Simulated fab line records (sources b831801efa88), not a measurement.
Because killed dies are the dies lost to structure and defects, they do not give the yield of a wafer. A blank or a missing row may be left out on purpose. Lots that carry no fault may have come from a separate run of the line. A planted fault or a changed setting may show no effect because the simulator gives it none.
What tool caused it? -- flow gf180mcu -- route of 602 steps, sampled at 1 step: 7 lots, 21 wafers

== WHAT EACH GAUGE READ, for each wafer ==
GF_V2_THK_MEAS_01.
lot,measured,on,V2_CVD_00_THK (nm)
L344,day 19 22:21,filmMetro-02,595 596 595
L347,day 20 19:41,filmMetro-01,586 598 591
L350,day 22 05:59,filmMetro-02,601 604 595
L353,day 23 08:20,filmMetro-01,601 601 598
L358,day 24 20:25,filmMetro-02,597 600 594
L361,day 25 21:42,filmMetro-02,591 596 609
L366,day 26 23:44,filmMetro-02,603 602 608

== WHAT TOOL EACH LOT RAN ON (gives the tool, then ch and the chambers of the sampled wafers, and finally the start) ==
The record shows no process step preceding these readings.

== THE ANSWER, worked out from the rows above alone ==
Rule: the lots themselves supply what counts as usual. Put in order of their means at a reading, lots are off if they are a third of the lots or fewer, leave a main group of 4 or more, and stand apart from it by a gap of 3 or more times the standard deviation of the main group's means; of several such gaps the widest counts. Not used: any main group whose means are identical at the precision the tables above print for the reading. A lot without any number at a reading at which 4 lots or more have one is off too. Where the step has rows for the other lots, those lots are counted as sound.
No lot is off on any of the readings shown, so nothing can be concluded from this.

== WHAT THE SIMULATOR HAD INSERTED ==
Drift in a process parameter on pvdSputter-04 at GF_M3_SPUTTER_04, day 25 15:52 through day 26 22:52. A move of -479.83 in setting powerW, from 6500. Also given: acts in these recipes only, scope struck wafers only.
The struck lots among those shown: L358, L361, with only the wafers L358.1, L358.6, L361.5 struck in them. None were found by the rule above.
